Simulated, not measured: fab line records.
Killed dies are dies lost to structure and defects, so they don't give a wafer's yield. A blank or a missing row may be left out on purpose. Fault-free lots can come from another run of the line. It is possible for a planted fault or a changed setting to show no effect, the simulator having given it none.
fab line records ; flow gf180mcu
record lots=6; wafers=18; last-day=34
route steps=602 shown VT_IMPLANT@95
lots untouched by any fault: they come from a run of this same line in which no faults occurred
start-h: hours from the record's opening day to when the first of the lot's shown wafers began ; wait-h: how many hours have passed since the lot's step before this one ; " repeats the value in the row above ; L1.1+2: several wafers, shown together as one row ; - no value, or no start was given ; * or withheld: withheld ; < > ~ a bound
route shown NAME@n: names a module that has steps shown in the file, with the first one's number in the route ; usual: mean and standard deviation over wafers with no fault ; same: alike in all rows ; chamber/n: place in a boat ; sites: per-site readings ; _std_site: the standard deviation of these ; _edge_site: mean of outer sites minus mean of inner sites ; radius-mm: how far each site lies from the wafer's centre ; mask NAME#n: copy n ; behind: the tool/chamber that last shaped the wafer ; hold: why the lot was held/for how many hours/how that ended ; device: the n, p or np transistor that did not switch ; end of line: tests run on the same wafers once the route is complete ; step lacking rows: just its recipe ; killed: not the wafer's yield, but the dies lost to structure and defects at the first sort ; map: shows each die of a wafer: x if killed, . if not, _ if none is there
set.NAME: the setting the step ran with; set.NAME@STEP: the setting that earlier step ran with ; model.NAME: the simulator's own value behind a step, which no gauge read
lots at some steps of the route; a table a step, a row a wafer
services: the hour from which a tool's chamber was out of use, counted from the record's first day as start-h (under 0 if before that day), plus the number of hours and why
## steps
# step GF_VT_IMPLANT_PEB_05
# recipe temp-c=withheld; time-s=*; resist=NOVOLAK
# step GF_VT_IMPLANT_DEVELOP_06
# recipe develop-time-s=60; dev-temp-c=23
# step GF_VT_IMPLANT_OVL_MEAS_07
# usual VT_IMPLANT_OVL=0.3/1.3
lot.wafer;tool;chamber;start-h;wait-h;VT_IMPLANT_OVL[nm]
L623.2;overlay-02;-;150.63;0.1;-0.4
L623.4;overlay-02;-;150.63;0.1;-1.2
L623.6;overlay-02;-;150.63;0.1;0.3
L627.3;overlay-01;-;174.61;0.1;0.8
L627.4;overlay-01;-;174.61;0.1;-0.6
L627.6;overlay-01;-;174.61;0.1;1.7
L632.1;overlay-01;-;204.43;0.1;0.8
L632.2;overlay-01;-;204.43;0.1;1.4
L632.3;overlay-01;-;204.43;0.1;0.6
L634.2;overlay-01;-;216.85;0.1;-1.2
L634.3;overlay-01;-;216.85;0.1;0.2
L634.6;overlay-01;-;216.85;0.1;0.1
L638.1;overlay-02;-;241.92;0.1;-0.4
L638.3;overlay-02;-;241.92;0.1;-0.3
L638.4;overlay-02;-;241.92;0.1;-0.1
L640.1;overlay-02;-;255.99;0.1;-0.9
L640.3;overlay-02;-;255.99;0.1;-3.0
L640.4;overlay-02;-;255.99;0.1;-2.7
# step GF_VT_IMPLANT_IMPLANT_08
# recipe species=BF2; energy-kev=20; dose-cm2=8.29e+12; tilt-deg=7
# step GF_VT_IMPLANT_STRIP_09
# recipe chemistry=O2/N2; power-w=1400; pressure-mtorr=1500; platen-temp-c=250; o2-flow-sccm=3000; n2-flow-sccm=300; overash-fraction=0.5
# usual drypump-motor-current-A=5.6/0.47; heater-power-w=338/19; oes-product-au=0.716/0.0046; platen-temp-c=249.97/0.17; strip-time-to-endpoint-s=12.63/0.041
lot.wafer;tool;chamber;start-h;wait-h;drypump-motor-current-A;heater-power-w;oes-product-au;platen-temp-c;rf-hours-counter-h;strip-time-to-endpoint-s
L623.2;plasma-asher-04;1;150.81;0.1;5.4;363;0.714;249.85;3;12.61
L623.4;plasma-asher-04;1;150.81;0.1;5.4;352;0.719;250.01;-;12.61
L623.6;plasma-asher-04;1;150.81;0.1;5.4;353;0.717;250.19;-;12.62
L627.3;plasma-asher-04;1;174.82;0.1;5.4;350;0.722;249.77;-;12.62
L627.4;plasma-asher-04;0;174.82;0.1;5.7;331;0.713;249.90;-;12.58
L627.6;plasma-asher-04;0;174.82;0.1;5.7;333;0.713;250.16;-;12.61
L632.1;plasma-asher-02;1;204.61;0.1;5.6;369;0.715;250.19;54;12.58
L632.2;plasma-asher-02;0;204.61;0.1;6.6;341;0.713;249.75;54;12.61
L632.3;plasma-asher-02;0;204.61;0.1;6.6;345;0.713;250.18;-;12.61
L634.2;plasma-asher-01;1;217.03;0.1;5.1;338;0.716;249.79;43;12.62
L634.3;plasma-asher-01;0;217.03;0.1;5.7;311;0.712;249.77;-;12.61
L634.6;plasma-asher-01;0;217.03;0.1;5.7;312;0.716;250.14;-;12.62
L638.1;plasma-asher-01;1;242.11;0.1;5.1;342;0.718;249.81;46;12.69
L638.3;plasma-asher-01;1;242.11;0.1;5.1;337;0.716;250.09;-;12.71
L638.4;plasma-asher-01;0;242.11;0.1;5.7;314;0.713;249.84;-;12.69
L640.1;plasma-asher-01;0;256.18;0.1;5.7;320;0.720;249.99;47;12.66
L640.3;plasma-asher-01;1;256.18;0.1;5.1;332;0.717;250.16;-;12.69
L640.4;plasma-asher-01;0;256.18;0.1;5.7;314;0.712;249.86;-;12.68
# step GF_VT_IMPLANT_TW_MEAS_10
# usual VT_IMPLANT_TW=563.1/2.7
lot.wafer;tool;chamber;start-h;wait-h;VT_IMPLANT_TW
L623.2;film-metro-04;-;150.92;0.1;567.9
L623.4;film-metro-04;-;150.92;0.1;564.7
L623.6;film-metro-04;-;150.92;0.1;564.6
L627.3;film-metro-04;-;174.90;0.1;563.2
L627.4;film-metro-04;-;174.90;0.1;559.0
L627.6;film-metro-04;-;174.90;0.1;564.1
L632.1;film-metro-04;-;204.71;0.1;564.0
L632.2;film-metro-04;-;204.71;0.1;562.1
L632.3;film-metro-04;-;204.71;0.1;562.5
L634.2;film-metro-03;-;217.14;0.1;564.3
L634.3;film-metro-03;-;217.14;0.1;565.2
L634.6;film-metro-03;-;217.14;0.1;566.8
L638.1;film-metro-02;-;242.21;0.1;562.6
L638.3;film-metro-02;-;242.21;0.1;562.1
L638.4;film-metro-02;-;242.21;0.1;560.1
L640.1;film-metro-03;-;256.28;0.1;564.7
L640.3;film-metro-03;-;256.28;0.1;564.3
L640.4;film-metro-03;-;256.28;0.1;565.4
# step GF_VT_IMPLANT_DEHYDRATE_11
# recipe temp-c=200; time-s=60
# step GF_VT_IMPLANT_HMDS_12
# recipe prime-time-s=60; prime-temp-c=120
# step GF_VT_IMPLANT_COAT_13
# recipe resist=NOVOLAK; spin-rpm=3000; resist-thk-nm=1000
# step GF_VT_IMPLANT_SOFTBAKE_14
# recipe temp-c=90; time-s=60; resist=NOVOLAK
# step GF_VT_IMPLANT_EXPOSE_15
# recipe mask-id=Nwell_LV_AREA; target-cd-nm=860; na=0.6; source-shape=conventional; sigma-outer=0.6; dose-mj=140
# step GF_VT_IMPLANT_PEB_16
# recipe temp-c=withheld; time-s=*; resist=NOVOLAK
# step GF_VT_IMPLANT_DEVELOP_17
# recipe develop-time-s=60; dev-temp-c=23
# usual exhaust-pa=45.0/0.87; resist-line-temp-C=22.97/0.092
lot.wafer;tool;chamber;start-h;wait-h;exhaust-pa;resist-line-temp-C
L623.2;litho-track-01;0;166.85;0.1;43.7;23.02
L623.4;litho-track-01;0;166.85;0.1;44.7;23.00
L623.6;litho-track-01;0;166.85;0.1;45.1;22.94
L627.3;litho-track-02;0;191.40;0.1;45.2;23.10
L627.4;litho-track-02;0;191.40;0.1;45.2;23.03
L627.6;litho-track-02;0;191.40;0.1;45.1;22.96
L632.1;litho-track-02;0;221.85;0.1;44.7;23.08
L632.2;litho-track-02;0;221.85;0.1;45.2;23.14
L632.3;litho-track-02;0;221.85;0.1;44.0;23.03
L634.2;litho-track-02;0;234.77;0.1;46.8;22.85
L634.3;litho-track-02;0;234.77;0.1;45.7;23.02
L634.6;litho-track-02;0;234.77;0.1;47.4;23.07
L638.1;litho-track-01;0;260.42;0.1;44.4;22.97
L638.3;litho-track-01;0;260.42;0.1;44.8;22.91
L638.4;litho-track-01;0;260.42;0.1;45.8;22.87
L640.1;litho-track-03;0;275.00;0.1;44.1;22.86
L640.3;litho-track-03;0;275.00;0.1;45.5;22.92
L640.4;litho-track-03;0;275.00;0.1;45.6;23.02
# step GF_VT_IMPLANT_OVL_MEAS_18
# usual VT_IMPLANT_01_OVL=-0.5/1.3
lot.wafer;tool;chamber;start-h;wait-h;VT_IMPLANT_01_OVL[nm]
L623.2;overlay-01;-;166.98;0.1;-0.9
L623.4;overlay-01;-;166.98;0.1;0.0
L623.6;overlay-01;-;166.98;0.1;-1.2
L627.3;overlay-02;-;191.51;0.1;0.5
L627.4;overlay-02;-;191.51;0.1;-0.1
L627.6;overlay-02;-;191.51;0.1;-0.4
L632.1;overlay-01;-;222.00;0.1;-
L632.2;overlay-01;-;222.00;0.1;-
L632.3;overlay-01;-;222.00;0.1;-
L634.2;overlay-01;-;234.90;0.1;-
L634.3;overlay-01;-;234.90;0.1;-
L634.6;overlay-01;-;234.90;0.1;-
L638.1;overlay-02;-;260.57;0.1;-2.0
L638.3;overlay-02;-;260.57;0.1;-1.6
L638.4;overlay-02;-;260.57;0.1;-2.5
L640.1;overlay-02;-;275.15;0.1;-1.5
L640.3;overlay-02;-;275.15;0.1;-1.2
L640.4;overlay-02;-;275.15;0.1;-1.3
# step GF_VT_IMPLANT_IMPLANT_19
# recipe species=As; energy-kev=100; dose-cm2=4.35e+12; tilt-deg=7
# step GF_VT_IMPLANT_STRIP_20
# recipe chemistry=O2/N2; power-w=1400; pressure-mtorr=1500; platen-temp-c=250; o2-flow-sccm=3000; n2-flow-sccm=300; overash-fraction=0.5
# usual drypump-motor-current-A=5.7/0.51; heater-power-w=341/20; oes-product-au=0.716/0.0044; platen-temp-c=250.00/0.19; strip-time-to-endpoint-s=12.63/0.041
lot.wafer;tool;chamber;start-h;wait-h;drypump-motor-current-A;heater-power-w;oes-product-au;platen-temp-c;rf-hours-counter-h;strip-time-to-endpoint-s
L623.2;plasma-asher-01;0;167.16;0.1;5.7;327;0.708;250.01;38;12.65
L623.4;plasma-asher-01;1;167.16;0.1;5.1;333;0.725;250.28;-;12.65
L623.6;plasma-asher-01;1;167.16;0.1;5.1;340;0.713;249.91;-;12.66
L627.3;plasma-asher-01;1;191.72;0.1;5.1;337;0.719;249.86;-;12.61
L627.4;plasma-asher-01;0;191.72;0.1;5.7;310;0.717;249.94;-;12.60
L627.6;plasma-asher-01;0;191.72;0.1;5.7;311;0.719;249.99;-;12.59
L632.1;plasma-asher-04;1;222.18;0.1;5.4;352;0.716;249.92;11;12.67
L632.2;plasma-asher-04;0;222.18;0.1;5.7;330;0.718;250.16;11;12.70
L632.3;plasma-asher-04;1;222.18;0.1;5.4;353;0.713;249.70;-;12.67
L634.2;plasma-asher-01;0;235.09;0.1;5.7;320;0.707;250.00;45;12.69
L634.3;plasma-asher-01;0;235.09;0.1;5.7;312;0.715;250.33;-;12.64
L634.6;plasma-asher-01;1;235.09;0.1;5.1;331;0.715;249.96;-;12.65
L638.1;plasma-asher-01;0;260.76;0.1;5.7;309;0.706;250.14;48;12.61
L638.3;plasma-asher-01;1;260.76;0.1;5.1;337;0.712;250.28;-;12.57
L638.4;plasma-asher-01;0;260.76;0.1;5.7;317;0.720;249.73;-;12.59
L640.1;plasma-asher-01;1;275.34;0.1;5.1;337;0.717;250.06;49;12.66
L640.3;plasma-asher-01;1;275.34;0.1;5.1;337;0.716;249.99;-;12.70
L640.4;plasma-asher-01;0;275.34;0.1;5.7;316;0.714;249.79;-;12.66
# step GF_VT_IMPLANT_TW_MEAS_21
# usual VT_IMPLANT_2_TW=1213/6.5
lot.wafer;tool;chamber;start-h;wait-h;VT_IMPLANT_2_TW
L623.2;film-metro-02;-;167.27;0.1;1210
L623.4;film-metro-02;-;167.27;0.1;1205
L623.6;film-metro-02;-;167.27;0.1;1205
L627.3;film-metro-03;-;191.80;0.1;1225
L627.4;film-metro-03;-;191.80;0.1;1212
L627.6;film-metro-03;-;191.80;0.1;1214
L632.1;film-metro-02;-;222.28;0.1;30
L632.2;film-metro-02;-;222.28;0.1;30
L632.3;film-metro-02;-;222.28;0.1;30
L634.2;film-metro-04;-;235.20;0.1;30
L634.3;film-metro-04;-;235.20;0.1;30
L634.6;film-metro-04;-;235.20;0.1;30
L638.1;film-metro-03;-;260.86;0.1;1218
L638.3;film-metro-03;-;260.86;0.1;1213
L638.4;film-metro-03;-;260.86;0.1;1209
L640.1;film-metro-03;-;275.44;0.1;1210
L640.3;film-metro-03;-;275.44;0.1;1215
L640.4;film-metro-03;-;275.44;0.1;1221
# step GF_VT_IMPLANT_DEHYDRATE_22
# recipe temp-c=200; time-s=60
## services
tool;chamber;start-h;hours;kind
plasma-asher-02;-;233.44;1.7;repair
plasma-asher-01;-;249.87;0.9;repair
## key
first-sign step=GF_VT_IMPLANT_OVL_MEAS_18; reading=VT_IMPLANT_01_OVL; direction=missing
effect step=GF_VT_IMPLANT_TW_MEAS_21; reading=VT_IMPLANT_2_TW; direction=down; sigmas=99+; usual=1213; struck=30
met-at GF_VT_IMPLANT_DEVELOP_17
struck-wafers L632.1,L632.2,L632.3,L634.2,L634.3,L634.6
later-rows-left-out L632.1,L632.2,L632.3,L634.2,L634.3,L634.6
sort-left-out L632.1,L632.2,L632.3,L634.2,L634.3,L634.6
tester-left-out L632,L634
onset-between 191.40 221.85
fault kind=process-parameter-drift; tool=litho-track-02; chamber=-; onset-h=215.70; steps=GF_VT_IMPLANT_DEVELOP_17; channel=develop-time-s; offset=*; shape=step; end-h=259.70; acts-in=*; stated=*
# tester-left-out: of these lots the tester's yield and bins aren't shown, on N5 and GAA mostly nor the transistor test; their killed dies are dies lost to structure and defects alone, not to doping, threshold or leakage, so they don't give the yield
# sort-left-out: the simulated sort isn't trusted on such a fault, so these wafers' sort isn't shown, and their yield isn't known
# later-rows-left-out: the simulator's readings of these wafers behind a module that went badly wrong aren't trusted and aren't shown, but for the sort
